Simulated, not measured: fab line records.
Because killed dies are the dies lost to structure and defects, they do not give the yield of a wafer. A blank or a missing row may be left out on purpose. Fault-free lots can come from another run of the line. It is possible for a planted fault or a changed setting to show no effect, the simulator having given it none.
Which tool did it? -- flow sky130 -- 11 lots with 33 wafers sampled at 5 steps, on a route of 708 steps

WHAT EACH GAUGE READ, for each wafer
SKY_CONTACT_THK_MEAS_03. Usual: CONTACT_HDPCVD_THK typically reads 564 nm, with standard deviation 5.3.
lot,measured,on,CONTACT_HDPCVD_THK (nm),flag
L660,day 30 08:40,filmMetro-03,564 571 567,
L662,day 30 22:54,filmMetro-04,566 566 568,
L663,day 31 08:57,filmMetro-04,563 562 556,
L668,day 33 07:22,filmMetro-01,564 569 564,
L676,day 35 18:02,filmMetro-04,569 566 576,
L679,day 36 20:42,filmMetro-01,563 563 558,
L682,day 37 08:24,filmMetro-01,558 556 550,
L683,day 37 21:26,filmMetro-01,560 558 566,

SKY_CONTACT_BOW_MEAS_05. Usual: CONTACT_BOW typically reads 82 um, with standard deviation 7.
lot,measured,on,CONTACT_BOW (um),flag
L660,day 30 09:02,filmMetro-03,88 89 92,
L662,day 30 23:16,filmMetro-04,93 82 80,
L663,day 31 09:19,filmMetro-04,78 83 68,
L668,day 33 07:44,filmMetro-03,63 86 68,
L676,day 35 18:24,filmMetro-04,83 76 78,
L679,day 36 21:04,filmMetro-03,75 80 79,
L682,day 37 08:46,filmMetro-03,90 87 76,
L683,day 37 21:48,filmMetro-04,86 88 70,

EACH LOT AND THE TOOL THAT RAN IT (in order: tool; ch and the chambers of the sampled wafers; start)
lot,SKY_FIELD_ISO_ETCH_15,SKY_POLY_GATE_ETCH_17,SKY_POLY_GATE_STRIP_18
L660,"rieDiel-01 ch 0,1,2, day 2 04:43","rieSi-01 ch 0,1, day 16 06:15","plasmaAsher-04 ch 0, day 16 06:18"
L662,"rieDiel-01 ch 1,2,3, day 2 15:40","rieSi-01 ch 1,2,3, day 17 00:28","plasmaAsher-04 ch 0,1, day 17 00:31"
L663,"rieDiel-01 ch 0,1,3, day 2 20:31","rieSi-02 ch 0,1,3, day 17 09:34","plasmaAsher-02 ch 0,1, day 17 09:37"
L668,"rieDiel-03 ch 0,2, day 4 01:23","rieSi-02 ch 0,1,2, day 19 15:08","plasmaAsher-04 ch 0,1, day 19 15:12"
L673,"rieDiel-01 ch 0,1,2, day 5 03:09","rieSi-01 ch 0,1,3, day 21 07:42","plasmaAsher-02 ch 0,1, day 21 07:47"
L674,"rieDiel-03 ch 0,2,3, day 5 09:19","rieSi-02 ch 0,1,3, day 21 18:12","plasmaAsher-04 ch 0,1, day 21 18:15"
L675,"rieDiel-01 ch 0,1,3, day 5 13:18","rieSi-01 ch 0,2, day 22 03:00","plasmaAsher-03 ch 0,1, day 22 03:03"
L676,"rieDiel-03 ch 0,1, day 5 17:03","rieSi-02 ch 1,2, day 22 07:11","plasmaAsher-02 ch 0,1, day 22 07:15"
L679,"rieDiel-03 ch 1,2,3, day 6 10:03","rieSi-01 ch 0,2,3, day 23 14:01","plasmaAsher-04 ch 0,1, day 23 14:04"
L682,"rieDiel-04 ch 0,2,3, day 6 23:30","rieSi-02 ch 0,1, day 24 06:05","plasmaAsher-03 ch 1, day 24 06:09"
L683,"rieDiel-04 ch 0,1, day 7 04:26","rieSi-01 ch 0,1,3, day 24 17:57","plasmaAsher-02 ch 0,1, day 24 18:00"
- SKY_FIELD_ISO_ETCH_15: etches the open film in CHF3/O2, stops on Si, target depth 180 nm, time 72 s.
- SKY_POLY_GATE_ETCH_17: etches poly-Si in HBr/Cl2, stops on SiO2, target depth 180 nm, time 70.5 s.
- SKY_POLY_GATE_STRIP_18: strips in O2/N2.

WHAT THE TOOLS THEMSELVES READ (means of the sampled wafers that have a number; where no wafer has one, the mark that the record gives instead)
SKY_FIELD_ISO_ETCH_15. Usual: O2_flow_sccm 5.002 sccm, standard deviation 0.015; biasW 200.0 W, standard deviation 0.57; drypumpMotorCurrentA 5.9 A, standard deviation 0.49; oesProductAu 0.951 a.u., standard deviation 0.006; throttleValvePct 8.844 %, standard deviation 0.0085.
lot,tool,O2_flow_sccm (sccm),biasW (W),drypumpMotorCurrentA (A),oesProductAu (a.u.),throttleValvePct (%),flag
L660,rieDiel-01,5.003,200.6,5.8,0.947,8.853,
L662,rieDiel-01,5.012,199.8,6.0,0.950,8.841,
L663,rieDiel-01,5.010,199.6,5.6,0.954,8.847,
L668,rieDiel-03,5.008,199.3,6.3,0.951,8.845,
L673,rieDiel-01,5.002,199.9,5.8,0.958,8.841,
L674,rieDiel-03,5.001,200.4,5.9,0.950,8.841,
L675,rieDiel-01,4.994,199.9,5.6,0.947,8.844,
L676,rieDiel-03,4.991,199.3,5.8,0.954,8.838,
L679,rieDiel-03,5.000,200.2,5.9,0.959,8.844,
L682,rieDiel-04,5.004,199.7,6.2,0.955,8.845,
L683,rieDiel-04,5.020,200.2,5.9,0.953,8.840,

SKY_POLY_GATE_ETCH_17. Usual: HBr_flow_sccm 149.9 sccm, standard deviation 0.43; biasW 100.00 W, standard deviation 0.29; drypumpMotorCurrentA 5.79 A, standard deviation 0.22; oesProductAu 0.986 a.u., standard deviation 0.0066; throttleValvePct 33.684 %, standard deviation 0.0092.
lot,tool,HBr_flow_sccm (sccm),biasW (W),drypumpMotorCurrentA (A),oesProductAu (a.u.),throttleValvePct (%),flag
L660,rieSi-01,150.2,100.01,5.94,0.992,33.684,
L662,rieSi-01,150.2,99.95,5.89,0.985,33.678,
L663,rieSi-02,149.7,100.22,5.70,0.977,33.682,
L668,rieSi-02,150.1,100.17,5.70,0.983,33.682,
L673,rieSi-01,-,-,-,-,-,OFF
L674,rieSi-02,-,-,-,-,-,OFF
L675,rieSi-01,-,-,-,-,-,OFF
L676,rieSi-02,150.0,99.95,5.52,0.985,33.687,
L679,rieSi-01,149.9,100.25,5.93,0.984,33.683,
L682,rieSi-02,150.3,100.41,5.85,0.984,33.684,
L683,rieSi-01,149.7,99.83,5.99,0.998,33.685,

SKY_POLY_GATE_STRIP_18. Usual: drypumpMotorCurrentA 6.1 A, standard deviation 0.38; oesProductAu 0.362 a.u., standard deviation 0.0045; stripTimeToEndpointS 3.178 s, standard deviation 0.03.
lot,tool,drypumpMotorCurrentA (A),oesProductAu (a.u.),stripTimeToEndpointS (s),flag
L660,plasmaAsher-04,5.6,0.366,3.169,
L662,plasmaAsher-04,5.7,0.367,3.198,
L663,plasmaAsher-02,6.5,0.366,3.186,
L668,plasmaAsher-04,5.9,0.361,3.139,
L673,plasmaAsher-02,6.5,0.403,4.203,OFF
L674,plasmaAsher-04,5.7,0.405,4.180,OFF
L675,plasmaAsher-03,6.1,0.402,4.164,OFF
L676,plasmaAsher-02,6.5,0.360,3.175,
L679,plasmaAsher-04,5.7,0.364,3.207,
L682,plasmaAsher-03,6.4,0.363,3.192,
L683,plasmaAsher-02,6.5,0.364,3.183,

THE ANSWER, worked out from the rows above alone
Rule: a lot is off if the mean of its wafers that have a number lies more than 3 standard deviations from the usual mean. Also off: a lot with no number at a reading for which 4 or more lots have one. The other lots that the step has rows for count as sound. Order of review: gauges by route order, followed by the tools' own readings, for which a lot's mean as printed above is used. The first step at which some lot is off is used, and at that step the reading that is off furthest; a lot without a number counts as furthest.
Off: L673, L674, L675, at SKY_POLY_GATE_ETCH_17 (HBr_flow_sccm). Without a number there: L673, L674, L675.
A tool fits if, at that step or a process step before it, it ran every lot that is off, and no sound lot after the first of them. Not one of the candidates tried fits.

WHAT THE SIMULATOR PUT IN
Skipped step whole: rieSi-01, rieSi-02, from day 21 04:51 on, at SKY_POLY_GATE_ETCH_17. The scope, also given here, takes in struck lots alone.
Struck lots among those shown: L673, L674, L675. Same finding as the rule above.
